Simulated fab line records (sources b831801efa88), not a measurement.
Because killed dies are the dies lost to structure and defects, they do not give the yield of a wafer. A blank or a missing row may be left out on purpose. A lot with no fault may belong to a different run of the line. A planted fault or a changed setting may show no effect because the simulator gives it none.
fab line records	flow sky130
[record] lots = 6	wafers = 18	lastDay = 50
route steps=708 shown VIA4@643 METAL5@661 PASSIVATION@681 PAD_OPEN@708
lots that met no fault: taken from a fault-free run of the same line
startH: hours from the record's opening day to when the first of the lot's shown wafers began	waitH: hours from the lot's prior step to this one	" identical to the entry in the row above	L1.1+2: a single row standing in for several wafers	- no value, or no start given	* or withheld: withheld	< > ~ a bound
route shown NAME@n: a module of which the file shows steps, and the number in the route of the first	usual: mean/standard deviation taken from wafers without a fault	same: alike in all rows	chamber/n: place in a boat	sites: per-site readings	_std_site: their standard deviation	_edge_site: mean of outer sites minus mean of inner sites	radiusMm: for every site, how far away it sits from the centre of the wafer	mask NAME#n: copy n	behind: the tool/chamber that last shaped the wafer	hold: why the lot was held/for how many hours/how that ended	device: names the non-switching transistor (n, p or np)	end of line: the route-end tests of the same wafers	step lacking rows: just its recipe	killed: dies that structure and defects cost at the first sort, which is not the same as the wafer's yield	map: the dies of a wafer, with x for killed, . for not killed, _ for no die there
set.NAME: the setting the step ran with; set.NAME@STEP: the setting that earlier step ran with	model.NAME: the simulator's own value behind a step, which no gauge read
a table for each step, a row for each wafer; lots at some steps of the route
services: a tool's chamber out of use, with start hour (startH, from the record's first day; less than 0 if before it), hours out, and reason
[[steps]]
[step SKY_VIA4_DEHYDRATE_04]
[recipe] tempC = 200	timeS = 60
[step SKY_VIA4_HMDS_05]
[recipe] primeTimeS = 60	primeTempC = 120
[step SKY_VIA4_COAT_06]
[recipe] resist = NOVOLAK	spinRpm = 3000	resistThkNm = 1140
[step SKY_VIA4_SOFTBAKE_07]
[recipe] tempC = 90	timeS = 60	resist = NOVOLAK
[step SKY_VIA4_EXPOSE_08]
[recipe] maskId = VIM4	na = 0.6	sourceShape = conventional	sigmaOuter = 0.6	polarization = unpolarized	targetCdNm = 800	doseMj = 132
[step SKY_VIA4_PEB_09]
[recipe] tempC = withheld	timeS = *	resist = NOVOLAK
[step SKY_VIA4_DEVELOP_10]
[recipe] resist = NOVOLAK	developer = TMAH	developTimeS = 60	devTempC = 23
[step SKY_VIA4_OVL_MEAS_11]
[usual] VIA4_OVL = -0.2/1.5
lot.wafer	tool	chamber	startH	waitH	VIA4_OVL[nm]
L935.1	overlay-02	-	1004.64	0.1	-1.2
L935.2	"	-	"	"	-0.4
L935.6	"	-	"	"	-1.7
L939.1	overlay-01	-	1035.59	0.1	2.1
L939.5	"	-	"	"	2.1
L939.6	"	-	"	"	2.0
L944.1	overlay-02	-	1067.29	0.1	0.6
L944.3	"	-	"	"	1.1
L944.4	"	-	"	"	-0.6
L943.1	overlay-02	-	1067.49	0.1	-0.1
L943.2	"	-	"	"	-0.5
L943.3	"	-	"	"	0.2
L955.1	overlay-01	-	1130.79	0.1	-0.8
L955.2	"	-	"	"	-2.9
L955.6	"	-	"	"	-1.2
L954.1	overlay-01	-	1131.29	0.1	1.6
L954.2	"	-	"	"	-1.1
L954.4	"	-	"	"	0.2
[step SKY_VIA4_ETCH_12]
[recipe] target = SiO2	chemistry = C4F8/O2/Ar	stopOn = TiN	maskMaterial = NOVOLAK	sourceW = 1500	biasW = 1200	pressureMtorr = 40	c4f8FlowSccm = withheld	O2_flow_sccm = 6	Ar_flow_sccm = 300	timeS = withheld	targetDepthA = 5800
[usual] oesProductAu = 0.927/0.0044
lot.wafer	tool	chamber	startH	waitH	oesProductAu
L935.1	rieDiel-02	3	1004.67	0.0	0.926
L935.2	"	0	"	"	0.931
L935.6	"	0	"	"	0.926
L939.1	rieDiel-01	1	1035.62	0.0	0.922
L939.5	"	1	"	"	0.926
L939.6	"	2	"	"	0.929
L944.1	rieDiel-02	1	1067.33	0.0	0.927
L944.3	"	3	"	"	0.929
L944.4	"	3	"	"	0.920
L943.1	rieDiel-03	1	1067.53	0.0	0.926
L943.2	"	3	"	"	0.927
L943.3	"	0	"	"	0.920
L955.1	rieDiel-02	0	1130.82	0.0	0.928
L955.2	"	1	"	"	0.935
L955.6	"	1	"	"	0.928
L954.1	rieDiel-01	1	1131.33	0.0	0.928
L954.2	"	2	"	"	0.924
L954.4	"	3	"	"	0.923
[step SKY_VIA4_STRIP_13]
[recipe] chemistry = O2/N2	powerW = 1400	pressureMtorr = 1500	platenTempC = withheld	o2FlowSccm = 3000	n2FlowSccm = 300	overashFraction = 0.5
[step SKY_VIA4_STRIP_14]
[recipe] chemistry = postEtchResidueRemover	timeS = 1200	tempC = 72.5
[step SKY_VIA4_CLEAN_15]
[recipe] chemistry = IPA	timeS = 180	tempC = 25
[step SKY_VIA4_CLEAN_16]
[recipe] chemistry = O3/DIW	dry = n2Spin
lot.wafer	tool	chamber	startH	waitH
L935.1+2+6	wetBench-04	3	1005.28	0.0
L939.1+5+6	wetBench-03	0	1036.20	0.0
L944.1+3+4	wetBench-04	3	1068.02	0.0
L943.1+2+3	wetBench-03	2	1068.30	0.0
L955.1+2+6	wetBench-04	1	1131.40	0.0
L954.1+2+4	wetBench-04	2	1132.07	0.0
[step SKY_VIA4_SPUTTER_17]
[recipe] material = TiN	targetThkNm = 20	chamberPressurePa = 5	powerW = 4000	timeS = 80
[step SKY_VIA4_CVD_18]
[recipe] material = W	targetThkNm = 505	timeS = 152.14	tempC = 397.2	pressureTorr = 40
[usual] heaterPowerW = 905/100
lot.wafer	tool	chamber	startH	waitH	heaterPowerW
L935.1	cvdW-01	0	1005.44	0.0	906
L935.2	"	1	"	"	770
L935.6	"	0	"	"	924
L939.1	cvdW-02	1	1036.35	0.0	1023
L939.5	"	0	"	"	862
L939.6	"	1	"	"	1090
L944.1	cvdW-01	1	1068.17	0.0	797
L944.3	"	1	"	"	767
L944.4	"	0	"	"	929
L943.1	cvdW-02	0	1068.46	0.0	860
L943.2	"	1	"	"	1074
L943.3	"	0	"	"	872
L955.1	cvdW-02	0	1131.55	0.0	886
L955.2	"	1	"	"	1083
L955.6	"	0	"	"	863
L954.1	cvdW-02	0	1132.22	0.0	896
L954.2	"	1	"	"	1080
L954.4	"	0	"	"	888
[step SKY_VIA4_RS_MEAS_19]
[recipe] thkMeasGauge = four-point-probe	reads = W_of_VIA4_CVD_18+TiN_of_VIA4_SPUTTER_17
[usual] VIA4_W_RS = 0.2379/0.0026
lot.wafer	tool	chamber	startH	waitH	VIA4_W_RS[ohm/sq]
L935.1	filmMetro-03	-	1005.59	0.1	0.2406
L935.2	"	-	"	"	0.2400
L935.6	"	-	"	"	0.2420
L939.1	filmMetro-03	-	1036.50	0.1	0.2395
L939.5	"	-	"	"	0.2379
L939.6	"	-	"	"	0.2398
L944.1	filmMetro-01	-	1068.32	0.1	0.2352
L944.3	"	-	"	"	0.2376
L944.4	"	-	"	"	0.2334
L943.1	filmMetro-04	-	1068.61	0.1	0.2354
L943.2	"	-	"	"	0.2357
L943.3	"	-	"	"	0.2350
L955.1	filmMetro-01	-	1131.70	0.1	0.2358
L955.2	"	-	"	"	0.2390
L955.6	"	-	"	"	0.2346
L954.1	filmMetro-04	-	1132.37	0.1	0.2376
L954.2	"	-	"	"	0.2357
L954.4	"	-	"	"	0.2363
[step SKY_VIA4_THK_MEAS_20]
[recipe] thkMeasGauge = xrf	reads = W_of_VIA4_CVD_18
[usual] VIA4_W_THK = 472/5.4
lot.wafer	tool	chamber	startH	waitH	VIA4_W_THK[nm]
L935.1	filmMetro-03	-	1005.71	0.1	467
L935.2	"	-	"	"	466
L935.6	"	-	"	"	466
L939.1	filmMetro-03	-	1036.62	0.1	473
L939.5	"	-	"	"	474
L939.6	"	-	"	"	470
L944.1	filmMetro-01	-	1068.44	0.1	477
L944.3	"	-	"	"	473
L944.4	"	-	"	"	480
L943.1	filmMetro-04	-	1068.73	0.1	470
L943.2	"	-	"	"	472
L943.3	"	-	"	"	473
L955.1	filmMetro-01	-	1131.82	0.1	477
L955.2	"	-	"	"	473
L955.6	"	-	"	"	481
L954.1	filmMetro-04	-	1132.49	0.1	466
L954.2	"	-	"	"	472
L954.4	"	-	"	"	476
[step SKY_VIA4_CMP_21]
[recipe] stopOn = SiO2	tOverpolishS = 25	downForcePsi = 3.5	platenRpm = 60	targetThkNm = 0	padVelocityMS = 0.94248
[step SKY_METAL5_SPUTTER_00]
[recipe] material = Ti	targetThkNm = 15	powerW = 3000	timeS = 10	chamberPressurePa = 0.4
[step SKY_METAL5_SPUTTER_01]
[recipe] material = TiN	targetThkNm = 20	powerW = 6500	timeS = 16.7	chamberPressurePa = 0.4
[usual] throttleValvePct = 29.3/0.95
lot.wafer	tool	chamber	startH	waitH	throttleValvePct
L935.1	pvdSputter-02	-	1006.09	0.0	29.2
L935.2	"	-	"	"	27.0
L935.6	"	-	"	"	26.9
L939.1	pvdSputter-02	-	1037.03	0.0	30.1
L939.5	"	-	"	"	27.0
L939.6	"	-	"	"	29.6
L944.1	pvdSputter-02	-	1068.90	0.0	27.2
L944.3	"	-	"	"	29.6
L944.4	"	-	"	"	29.2
L943.1	pvdSputter-02	-	1069.11	0.0	29.9
L943.2	"	-	"	"	29.6
L943.3	"	-	"	"	27.0
L955.1	pvdSputter-02	-	1132.20	0.0	29.9
L955.2	"	-	"	"	27.1
L955.6	"	-	"	"	26.9
L954.1	pvdSputter-03	-	1132.87	0.0	30.1
L954.2	"	-	"	"	29.6
L954.4	"	-	"	"	29.6
[step SKY_METAL5_SPUTTER_02]
[recipe] material = AlCu	targetThkNm = 1150	powerW = 10600	timeS = 61.2	chamberPressurePa = 0.4
[step SKY_METAL5_SPUTTER_03]
[recipe] material = Ti	targetThkNm = 5	powerW = 3000	timeS = 3.3	chamberPressurePa = 0.4
[usual] throttleValvePct = 29.3/0.96
lot.wafer	tool	chamber	startH	waitH	throttleValvePct
L935.1	pvdSputter-02	-	1006.17	0.0	29.2
L935.2	"	-	"	"	27.2
L935.6	"	-	"	"	27.1
L939.1	pvdSputter-02	-	1037.11	0.0	30.2
L939.5	"	-	"	"	27.0
L939.6	"	-	"	"	29.5
L944.1	pvdSputter-02	-	1068.98	0.0	27.1
L944.3	"	-	"	"	29.5
L944.4	"	-	"	"	29.0
L943.1	pvdSputter-02	-	1069.19	0.0	30.4
L943.2	"	-	"	"	29.6
L943.3	"	-	"	"	27.2
L955.1	pvdSputter-02	-	1132.28	0.0	30.1
L955.2	"	-	"	"	26.9
L955.6	"	-	"	"	27.1
L954.1	pvdSputter-03	-	1132.95	0.0	30.0
L954.2	"	-	"	"	28.9
L954.4	"	-	"	"	29.6
[step SKY_METAL5_SPUTTER_04]
[recipe] material = TiN	targetThkNm = 70	powerW = 6500	timeS = 58.3	chamberPressurePa = 0.4
[step SKY_METAL5_RS_MEAS_05]
[recipe] thkMeasGauge = four-point-probe	reads = TiN_of_METAL5_SPUTTER_04+Ti_of_METAL5_SPUTTER_03+AlCu_of_METAL5_SPUTTER_02+TiN_of_METAL5_SPUTTER_01+Ti_of_METAL5_SPUTTER_00
[usual] METAL5_ALCU_RS = 0.0269/0.00031
lot.wafer	tool	chamber	startH	waitH	METAL5_ALCU_RS[ohm/sq]
L935.1	filmMetro-02	-	1006.24	0.0	0.0270
L935.2	"	-	"	"	0.0265
L935.6	"	-	"	"	0.0266
L939.1	filmMetro-02	-	1037.18	0.0	0.0271
L939.5	"	-	"	"	0.0267
L939.6	"	-	"	"	0.0274
L944.1	filmMetro-01	-	1069.05	0.0	0.0266
L944.3	"	-	"	"	0.0275
L944.4	"	-	"	"	0.0272
L943.1	filmMetro-03	-	1069.25	0.0	0.0270
L943.2	"	-	"	"	0.0271
L943.3	"	-	"	"	0.0266
L955.1	filmMetro-03	-	1132.35	0.0	0.0274
L955.2	"	-	"	"	0.0269
L955.6	"	-	"	"	0.0271
L954.1	filmMetro-03	-	1133.02	0.0	0.0272
L954.2	"	-	"	"	0.0264
L954.4	"	-	"	"	0.0268
[step SKY_METAL5_THK_MEAS_06]
[recipe] thkMeasGauge = xrf	reads = AlCu_of_METAL5_SPUTTER_02
[usual] METAL5_ALCU_THK = 1137/14
lot.wafer	tool	chamber	startH	waitH	METAL5_ALCU_THK[nm]
L935.1	filmMetro-02	-	1006.36	0.1	1148
L935.2	"	-	"	"	1166
L935.6	"	-	"	"	1161
L939.1	filmMetro-02	-	1037.30	0.1	1141
L939.5	"	-	"	"	1165
L939.6	"	-	"	"	1133
L944.1	filmMetro-01	-	1069.17	0.1	1137
L944.3	"	-	"	"	1101
L944.4	"	-	"	"	1118
L943.1	filmMetro-03	-	1069.37	0.1	1129
L943.2	"	-	"	"	1131
L943.3	"	-	"	"	1146
L955.1	filmMetro-03	-	1132.47	0.1	1109
L955.2	"	-	"	"	1133
L955.6	"	-	"	"	1124
L954.1	filmMetro-03	-	1133.14	0.1	1114
L954.2	"	-	"	"	1152
L954.4	"	-	"	"	1138
[step SKY_METAL5_DEHYDRATE_07]
[recipe] tempC = 200	timeS = 60
[step SKY_METAL5_HMDS_08]
[recipe] primeTimeS = 60	primeTempC = 120
[step SKY_METAL5_COAT_09]
[recipe] resist = NOVOLAK	spinRpm = 3000	resistThkNm = 1800
[step SKY_METAL5_SOFTBAKE_10]
[recipe] tempC = 90	timeS = 60	resist = NOVOLAK
[step SKY_METAL5_EXPOSE_11]
[recipe] maskId = MM5	na = 0.6	sourceShape = conventional	sigmaOuter = 0.6	polarization = unpolarized	targetCdNm = 1600	doseMj = 190
[step SKY_METAL5_PEB_12]
[recipe] tempC = withheld	timeS = *	resist = NOVOLAK
[step SKY_METAL5_DEVELOP_13]
[recipe] resist = NOVOLAK	developer = TMAH	developTimeS = 60	devTempC = 23
[step SKY_METAL5_DESCUM_14]
[recipe] chemistry = O2	sourcePowerW = 150	biasPowerW = 0	pressureMtorr = 10	tempC = 40	timeS = 11
[usual] drypumpMotorCurrentA = 5.7/0.34	oesProductAu = 1.003/0.008	tempC = 40.00/0.1
lot.wafer	tool	chamber	startH	waitH	drypumpMotorCurrentA	oesProductAu	rfHoursCounterH	tempC
L935.1	rieMetal-02	0	1029.74	0.1	6.2	0.998	11	40.01
L935.2	"	1	"	"	5.3	0.999	16	40.01
L935.6	"	1	"	"	5.3	1.006	-	39.85
L939.1	rieMetal-03	0	1059.04	0.1	5.5	1.010	4	40.10
L939.5	"	0	"	"	5.5	1.007	-	40.06
L939.6	"	0	"	"	5.5	1.004	-	40.16
L944.1	rieMetal-02	0	1089.89	0.1	6.2	0.992	14	39.79
L944.3	"	0	"	"	6.2	1.001	-	39.76
L944.4	"	1	"	"	5.4	1.003	-	40.01
L943.1	rieMetal-04	0	1090.19	0.1	6.1	0.995	16	39.95
L943.2	"	1	"	"	5.3	0.981	24	39.94
L943.3	"	1	"	"	5.3	0.992	-	40.03
L955.1	rieMetal-02	0	1151.39	0.1	6.2	0.998	19	39.97
L955.2	"	1	"	"	5.4	1.007	23	40.16
L955.6	"	0	"	"	6.1	0.999	-	39.91
L954.1	rieMetal-04	1	1151.97	0.1	5.3	1.002	30	40.09
L954.2	"	0	"	"	6.1	0.998	20	39.88
L954.4	"	0	"	"	6.1	1.002	-	39.94
[step SKY_METAL5_METAL_ETCH_15]
[recipe] targetDepthA = 12600	stopOn = SiO2	overEtchFrac = 0.2	timeS = 252	chemistry = Cl2/BCl3	resistSidewallDeg = 86	pressureMtorr = 10	icpW = 900	biasW = 48.5	Cl2_flow_sccm = 60	bcl3FlowSccm = 30
[step SKY_METAL5_STRIP_16]
[recipe] chemistry = O2/N2	powerW = 1400	pressureMtorr = 1500	platenTempC = withheld	o2FlowSccm = 3000	n2FlowSccm = 300	overashFraction = 0.5
[step SKY_METAL5_STRIP_17]
[recipe] chemistry = postEtchResidueRemover	timeS = 1200	tempC = 72.5
[step SKY_METAL5_CLEAN_18]
[recipe] chemistry = IPA	timeS = 180	tempC = 25
[step SKY_METAL5_CLEAN_19]
[recipe] chemistry = O3/DIW	dry = n2Spin
[step SKY_PASSIVATION_CVD_00]
[recipe] material = SiO2	targetThkNm = 90	tempC = 400	timeS = withheld	rfW = 600
[step SKY_PASSIVATION_THK_MEAS_01]
[recipe] reads = SiO2_of_PASSIVATION_CVD_00
[usual] PASSIVATION_CVD_00_THK = 89.5/1.3
lot.wafer	tool	chamber	startH	waitH	PASSIVATION_CVD_00_THK[nm]
L935.1	filmMetro-02	-	1030.67	-	90.4
L935.2	"	-	"	"	88.8
L935.6	"	-	"	"	91.6
L939.1	filmMetro-02	-	1060.24	-	89.8
L939.5	"	-	"	"	91.3
L939.6	"	-	"	"	92.2
L944.1	filmMetro-03	-	1090.98	-	87.9
L944.3	"	-	"	"	88.2
L944.4	"	-	"	"	89.2
L943.1	filmMetro-02	-	1091.11	-	89.3
L943.2	"	-	"	"	90.7
L943.3	"	-	"	"	90.8
L955.1	filmMetro-02	-	1152.54	-	89.0
L955.2	"	-	"	"	90.0
L955.6	"	-	"	"	88.4
L954.1	filmMetro-03	-	1153.48	-	88.1
L954.2	"	-	"	"	89.3
L954.4	"	-	"	"	91.0
[step SKY_PASSIVATION_CVD_02]
[recipe] material = Si3N4	targetThkNm = 540	tempC = 400	timeS = withheld	rfW = 450
[step SKY_PASSIVATION_THK_MEAS_03]
[recipe] reads = Si3N4_of_PASSIVATION_CVD_02
[usual] PASSIVATION_CVD_02_THK = 540/6.4
lot.wafer	tool	chamber	startH	waitH	PASSIVATION_CVD_02_THK[nm]
L935.1	filmMetro-04	-	1030.95	-	548
L935.2	"	-	"	"	542
L935.6	"	-	"	"	555
L939.1	filmMetro-04	-	1060.52	-	535
L939.5	"	-	"	"	541
L939.6	"	-	"	"	537
L944.1	filmMetro-03	-	1091.26	-	529
L944.3	"	-	"	"	536
L944.4	"	-	"	"	536
L943.1	filmMetro-02	-	1091.39	-	536
L943.2	"	-	"	"	543
L943.3	"	-	"	"	533
L955.1	filmMetro-02	-	1152.83	-	539
L955.2	"	-	"	"	536
L955.6	"	-	"	"	542
L954.1	filmMetro-03	-	1153.76	-	540
L954.2	"	-	"	"	536
L954.4	"	-	"	"	540
[step SKY_PAD_OPEN_PROBE_99]
[usual] defectLimitedYield = 82.4/2	killed_at_M0_to_M3 = 43/6.8	killed_at_M4_up = 3.1/1.8	killedAtContacts = 25/5.8	killedAtFrontEnd = 15/4.2	killedAtOther = 0.3/0.5	killedDies = 87/9.7	killedOpen = 47/7.3	killedShort = 39/6.6	sort_bin_3_pad_short = 0.9/0.37	sort_bin_5_function = 10.4/1.4	sort_bin_6_memory = 6.3/1.1	sortNPass = 405/9.7	sortYieldPct = 82.4/2
[same] grossDies = 492	killedAtBackSide = 0	sort_bin_4_leakage[%] = 0	sort_bin_8_speed[%] = 0
lot.wafer	tool	chamber	startH	waitH	defectLimitedYield[%]	killed_at_M0_to_M3	killed_at_M4_up	killedAtContacts	killedAtFrontEnd	killedAtOther	killedDies	killedOpen	killedShort	sort_bin_3_pad_short[%]	sort_bin_5_function[%]	sort_bin_6_memory[%]	sortNPass	sortYieldPct[%]	model.etest.tester.sortNPass	model.etest.tester.sortYieldPct	model.etest.tester.sort_bin_5_pct	model.etest.tester.sort_bin_3_pct
L935.1	prober-02	-	1077.36	0.1	79.9	48	3	31	16	1	99	50	49	0.8	13.2	6.1	393	79.9	393	79.88	13.21	0.813
L935.2	prober-02	-	1077.41	0.1	84.8	41	5	20	8	1	75	42	33	0.6	8.7	5.9	417	84.8	417	84.76	8.74	0.6098
L935.6	prober-02	-	1077.61	0.2	86.0	36	2	15	15	1	69	28	41	0.4	8.9	4.7	423	86.0	423	85.98	8.943	0.4065
L939.1	prober-01	-	1104.75	0.1	82.7	42	1	32	9	1	85	45	40	1.4	10.0	5.9	407	82.7	407	82.72	9.959	1.423
L939.5	prober-01	-	1104.95	0.2	83.3	42	2	22	15	1	82	50	32	1.0	9.6	6.1	410	83.3	410	83.33	9.553	1.016
L939.6	prober-01	-	1105.00	0.2	82.9	50	1	23	9	1	84	44	40	0.4	9.3	7.3	408	82.9	408	82.93	9.35	0.4065
L944.1	prober-02	-	1132.49	0.1	82.7	44	1	29	11	0	85	47	38	1.2	9.6	6.5	407	82.7	407	82.72	9.553	1.22
L944.3	prober-02	-	1132.59	0.2	83.9	44	1	22	12	0	79	44	35	0.8	7.7	7.5	413	83.9	413	83.94	7.724	0.813
L944.4	prober-02	-	1132.64	0.2	83.1	41	2	28	12	0	83	47	36	1.0	10.4	5.5	409	83.1	409	83.13	10.37	1.016
L943.1	prober-01	-	1133.60	0.1	84.1	36	2	29	11	0	78	43	35	0.8	11.0	4.1	414	84.1	414	84.15	10.98	0.813
L943.2	prober-01	-	1133.65	0.1	81.9	44	1	30	14	0	89	56	33	0.6	9.1	8.3	403	81.9	403	81.91	9.146	0.6098
L943.3	prober-01	-	1133.70	0.2	80.7	42	3	28	22	0	95	56	39	0.4	12.8	6.1	397	80.7	397	80.69	12.8	0.4065
L955.1	prober-01	-	1188.04	0.1	77.0	37	42	21	13	0	113	37	36	3.3	12.8	6.9	379	77.0	379	77.03	12.8	3.252
L955.2	prober-01	-	1188.09	0.1	74.0	43	44	27	14	0	128	53	35	2.0	18.3	5.7	364	74.0	364	73.98	18.29	2.033
L955.6	prober-01	-	1188.29	0.2	75.6	40	45	16	19	0	120	40	38	2.0	16.7	5.7	372	75.6	372	75.61	16.67	2.033
L954.1	prober-02	-	1189.90	0.1	75.2	44	43	26	9	0	122	50	31	1.8	16.1	6.9	370	75.2	370	75.2	16.06	1.829
L954.2	prober-02	-	1189.95	0.1	72.6	52	44	22	17	0	135	46	49	2.6	16.9	7.9	357	72.6	357	72.56	16.87	2.642
L954.4	prober-02	-	1190.05	0.2	75.4	35	43	19	23	1	121	43	40	3.3	13.6	7.7	371	75.4	371	75.41	13.62	3.252
// killed by level:class
L935.1 CONTACT:geometricParticle:open=12 VIA3:geometricParticle:open=8 VIA1:geometricParticle:open=8 VIA1:geometricParticle:short=8 VIA2:geometricParticle:open=8 CONTACT:geometricParticle:short=7 FIELD_ISO:geometricParticle:open=5 LOCAL_INTERCONNECT:geometricParticle:short=5
L935.2 CONTACT:geometricParticle:open=8 VIA1:geometricParticle:open=7 METAL2:geometricParticle:short=7 LI_CONTACT:geometricParticle:open=5 VIA2:geometricParticle:short=5 VIA3:geometricParticle:open=5 VIA2:geometricParticle:open=4 LOCAL_INTERCONNECT:geometricParticle:short=3
L935.6 VIA2:geometricParticle:short=6 FIELD_ISO:geometricParticle:short=5 VIA2:geometricParticle:open=5 VIA1:geometricParticle:open=5 METAL1:geometricParticle:short=4 CONTACT:geometricParticle:open=4 METAL2:geometricParticle:short=4 VIA3:geometricParticle:open=4
L939.1 LI_CONTACT:geometricParticle:open=11 VIA1:geometricParticle:open=9 METAL2:geometricParticle:short=7 LOCAL_INTERCONNECT:geometricParticle:short=6 CONTACT:geometricParticle:open=5 VIA3:geometricParticle:open=5 VIA1:geometricParticle:short=5 LI_CONTACT:geometricParticle:short=4
L939.5 VIA1:geometricParticle:open=11 LI_CONTACT:geometricParticle:open=9 CONTACT:geometricParticle:open=6 VIA3:geometricParticle:open=6 FIELD_ISO:geometricParticle:short=5 VIA2:geometricParticle:open=5 POLY_GATE:geometricParticle:open=4 CONTACT:geometricParticle:short=4
L939.6 VIA2:geometricParticle:open=13 CONTACT:geometricParticle:open=8 VIA1:geometricParticle:short=7 VIA3:geometricParticle:open=7 VIA1:geometricParticle:open=6 LI_CONTACT:geometricParticle:open=5 LI_CONTACT:geometricParticle:short=5 METAL3:geometricParticle:short=4
L944.1 CONTACT:geometricParticle:open=15 VIA1:geometricParticle:open=11 METAL2:geometricParticle:short=6 VIA2:geometricParticle:open=6 LI_CONTACT:geometricParticle:open=5 METAL1:geometricParticle:short=5 FIELD_ISO:geometricParticle:short=4 LI_CONTACT:geometricParticle:short=4
L944.3 CONTACT:geometricParticle:open=9 VIA1:geometricParticle:open=9 VIA3:geometricParticle:open=9 METAL2:geometricParticle:short=6 VIA2:geometricParticle:open=6 FIELD_ISO:geometricParticle:open=5 CONTACT:geometricParticle:short=5 LI_CONTACT:geometricParticle:short=4
L944.4 VIA1:geometricParticle:open=12 LI_CONTACT:geometricParticle:open=8 LI_CONTACT:geometricParticle:short=7 VIA2:geometricParticle:open=7 CONTACT:geometricParticle:open=6 VIA1:geometricParticle:short=6 METAL2:geometricParticle:short=5 VIA3:geometricParticle:open=4
L943.1 CONTACT:geometricParticle:open=14 VIA2:geometricParticle:open=7 METAL2:geometricParticle:short=6 LI_CONTACT:geometricParticle:open=5 CONTACT:geometricParticle:short=5 VIA1:geometricParticle:open=4 POLY_GATE:geometricParticle:short=3 POLY_CUT:geometricParticle:open=3
L943.2 CONTACT:geometricParticle:open=13 VIA3:geometricParticle:open=10 LI_CONTACT:geometricParticle:open=8 VIA2:geometricParticle:open=7 VIA2:geometricParticle:short=6 VIA1:geometricParticle:open=5 POLY_GATE:geometricParticle:open=4 CONTACT:geometricParticle:short=4
L943.3 CONTACT:geometricParticle:open=10 VIA1:geometricParticle:open=9 METAL2:geometricParticle:short=8 LI_CONTACT:geometricParticle:open=7 VIA3:geometricParticle:open=7 POLY_GATE:geometricParticle:open=6 FIELD_ISO:geometricParticle:short=5 VIA2:geometricParticle:open=5
L955.1 VIA4:unspecified=40 CONTACT:geometricParticle:open=8 FIELD_ISO:geometricParticle:open=7 VIA1:geometricParticle:open=6 VIA1:geometricParticle:short=5 VIA2:geometricParticle:open=5 LI_CONTACT:geometricParticle:short=4 LOCAL_INTERCONNECT:geometricParticle:short=4
L955.2 VIA4:unspecified=40 CONTACT:geometricParticle:open=14 VIA1:geometricParticle:open=10 VIA3:geometricParticle:open=9 LOCAL_INTERCONNECT:geometricParticle:short=6 FIELD_ISO:geometricParticle:short=5 VIA3:geometricParticle:short=5 FIELD_ISO:geometricParticle:open=4
L955.6 VIA4:unspecified=42 VIA1:geometricParticle:open=13 FIELD_ISO:geometricParticle:short=7 VIA2:geometricParticle:open=7 CONTACT:geometricParticle:short=6 CONTACT:geometricParticle:open=5 VIA1:geometricParticle:short=5 METAL2:geometricParticle:short=5
L954.1 VIA4:unspecified=41 CONTACT:geometricParticle:open=12 VIA1:geometricParticle:open=10 METAL1:geometricParticle:short=9 METAL2:geometricParticle:short=6 LOCAL_INTERCONNECT:geometricParticle:short=5 VIA3:geometricParticle:open=5 POLY_GATE:geometricParticle:open=4
L954.2 VIA4:unspecified=40 VIA1:geometricParticle:open=13 METAL2:geometricParticle:short=8 METAL1:geometricParticle:short=8 LI_CONTACT:geometricParticle:open=6 VIA3:geometricParticle:open=6 VIA1:geometricParticle:short=5 POLY_GATE:geometricParticle:open=5
L954.4 VIA4:unspecified=38 VIA1:geometricParticle:open=10 FIELD_ISO:geometricParticle:short=6 POLY_GATE:geometricParticle:open=6 CONTACT:geometricParticle:open=6 LI_CONTACT:geometricParticle:open=5 CONTACT:geometricParticle:short=5 METAL3:geometricParticle:short=5
// map L954.2 (x killed, . not)
__________......x..._________
________........x....._______
______..x..............._____
_____...x...........x....____
____........x......xx....x___
___.x.....x..x...xx........__
__.........x.x..x..x........_
_.xx....x..xx.x..x.x.xx..xx.x
_.x..xx.x.x.....x...x......x.
_xxxxx.x........x....xx..x...
_xxxxxxx......xxx....x.......
_xxxxxx............x..x..x...
_xxxxxxx.x....x..x.....xx.xxx
_xxxxxx......x.x.x....x....x.
_xxxxxx.x....x..x.x.x....x..x
__xxx.x.x......xxxx.......xx_
___.x.........x............__
____.......x.........xx...___
_____x.x...x......x......____
______...........x....x._____
________........x....x_______
__________..xxx....._________
// map L955.2 (x killed, . not)
__________.........._________
________........x...xx_______
______.........x..xx.xxx_____
_____x..xx....x..xxxxxxxx____
____.x......xx.xx.xxxxxxxx___
___..x...x........xxxxxxxx.__
__...........xx...xxxxxxxxxx_
_..........x..xx....xx.......
_x..xxx..xxxx.........xx...x.
_....xx.......x...x...x......
_......x..x.......xx.........
_..........x....x..x....x....
_...x.x....x...xx.x.x....x...
_x....x...........x.xx.......
_..x.xx.xxx...............x.x
__.....x.xx..x.......xx....._
___...x......x..........x..__
____....x................x___
_____....................____
______x.....x..x..x.x..._____
________...x.....x...._______
__________.x.xx....x_________
[[services]]
tool	chamber	startH	hours	kind
rieMetal-04	-	984.47	2.8	pm
rieMetal-02	-	988.84	0.4	repair
rieDiel-03	3	990.68	4.2	repair
rieDiel-03	2	998.88	7.7	repair
rieDiel-02	-	1013.19	1.1	repair
pvdSputter-03	-	1014.78	18.9	repair
rieDiel-02	-	1015.50	2.1	repair
rieMetal-03	-	1018.67	8.5	repair
rieDiel-02	2	1019.81	5.7	repair
rieDiel-03	3	1037.54	25.8	repair
rieDiel-01	-	1038.13	4.0	repair
rieMetal-03	1	1054.32	15.0	repair
rieMetal-02	-	1064.44	10.0	pm
rieDiel-02	0	1066.52	8.8	repair
rieDiel-01	-	1071.94	2.4	repair
rieMetal-03	-	1077.97	2.8	pm
rieDiel-02	2	1078.22	12.5	repair
rieDiel-01	3	1115.27	3.4	repair
rieDiel-01	-	1122.86	0.6	repair
rieMetal-04	0	1128.54	18.1	repair
rieDiel-01	2	1134.93	6.7	repair
rieMetal-02	-	1140.72	0.6	repair
wetBench-03	-	1149.32	59.7	pm
rieDiel-01	0	1149.62	4.6	repair
[[key]]
[firstSign] step = SKY_PAD_OPEN_PROBE_99	reading = killed_at_M4_up	direction = up	sigmas = 22	usual = 3.1	struck = 43.5
[effect] step = SKY_PAD_OPEN_PROBE_99	reading = sort_bin_3_pad_short	direction = up	sigmas = 4.4	usual = 0.9	struck = 2.5
[modelEffect] step = SKY_PAD_OPEN_PROBE_99	value = etest.tester.sortNPass	without = 404.3	struck = 368.8
metAt SKY_VIA4_CLEAN_16
struckWafers L954.1,L954.2,L954.4,L955.1,L955.2,L955.6
onsetBetween 1068.02 1131.40
alsoFits time
[fault] kind = chamberParticleSource	tool = wetBench-04	chamber = -	onsetH = 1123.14	steps = SKY_VIA4_CLEAN_16	ratePerVisitCm2 = 0.57405	endH = 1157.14
